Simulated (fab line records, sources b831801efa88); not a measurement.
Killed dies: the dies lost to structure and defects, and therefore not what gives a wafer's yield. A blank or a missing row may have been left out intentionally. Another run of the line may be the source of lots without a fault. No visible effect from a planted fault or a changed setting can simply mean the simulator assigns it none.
2 desks looking at one fault	flow gf180mcu	only its own numbers are on each desk; what lay behind them is given at the end

## TOOL OWNER'S DESK, rieSi-01
The tool's own readings at GF_STI_ETCH_14 (etches Si in HBr/Cl2/O2, target depth 360 nm, time 102.9 s): means of the sampled wafers that have a number, for each lot that ran on this tool. Marked OUT: a lot whose mean sits more than 4 standard deviations from the usual mean, which makes it out of limits; the brackets give that distance.
Columns: A = drypumpMotorCurrentA at GF_STI_ETCH_14, usual 5.3 A; B = oesProductAu at GF_STI_ETCH_14, usual 1.005 a.u.; C = throttleValvePct at GF_STI_ETCH_14, usual 25.654 %
lot	first seen here	A	B	C
L644	day 2 01:40	5.1	1.008	25.656
L648	day 2 22:39	5.0	1.002	25.645
L649	day 3 02:48	5.2	1.016	25.649
L651	day 3 14:17	5.2	1.005	25.649
L652	day 3 18:17	5.0	1.013	25.645
L653	day 4 00:05	5.1	1.017	25.648
L655	day 4 10:53	4.8	1.005	25.652
L656	day 4 15:15	4.9	1.003	25.652
L657	day 4 21:53	5.0	1.004	25.657
L659	day 5 07:15	5.3	0.997	25.665
L663	day 6 03:21	5.1	1.012	25.646
L664	day 6 09:29	5.3	1.000	25.659
L665	day 6 14:03	5.2	0.998	25.652
Finding of this desk: none of the 13 lots has anything out of limits.

## METROLOGY DESK
What the gauges read for every lot (on any tool): the sampled wafers with a number, averaged. Marked OUT: a lot whose mean sits more than 4 standard deviations from the usual mean, which makes it out of limits; the brackets give that distance.
Columns: A = V4_W_RS at GF_V4_RS_MEAS_24, usual 0.3248 ohm/sq; B = MIM_CVD_05_THK at GF_MIM_THK_MEAS_06, usual 42.1 nm; C = PASSIVATION_BOW at GF_PASSIVATION_BOW_MEAS_14, usual 141 um
lot	first seen here	A	B	C
L644	day 24 16:34	0.3243	42.6	130
L648	day 26 01:20	0.3222	41.6	161
L649	day 26 10:36	0.3270	42.8	133
L651	day 27 01:47	0.3236	41.9	141
L652	day 27 07:57	0.3231	42.0	143
L653	day 27 15:26	0.3248	42.8	146
L655	day 28 11:20	0.3225	42.2	149
L656	day 28 16:35	0.3250	42.4	132
L657	day 29 01:24	0.3239	41.5	150
L658	day 29 10:37	0.3242	42.4	131
L659	day 29 11:01	0.3227	41.8	132
L663	day 30 12:21	0.3247	42.3	138
L664	day 30 22:14	0.3249	42.1	148
L665	day 31 03:02	0.3275	41.9	154
Finding of this desk: none of the 14 lots has anything out of limits.

## TAKEN TOGETHER
The desk of the tool owner found nothing out of limits.
Metrology desk: nothing out of limits seen.

## WHAT THE SIMULATOR PUT IN
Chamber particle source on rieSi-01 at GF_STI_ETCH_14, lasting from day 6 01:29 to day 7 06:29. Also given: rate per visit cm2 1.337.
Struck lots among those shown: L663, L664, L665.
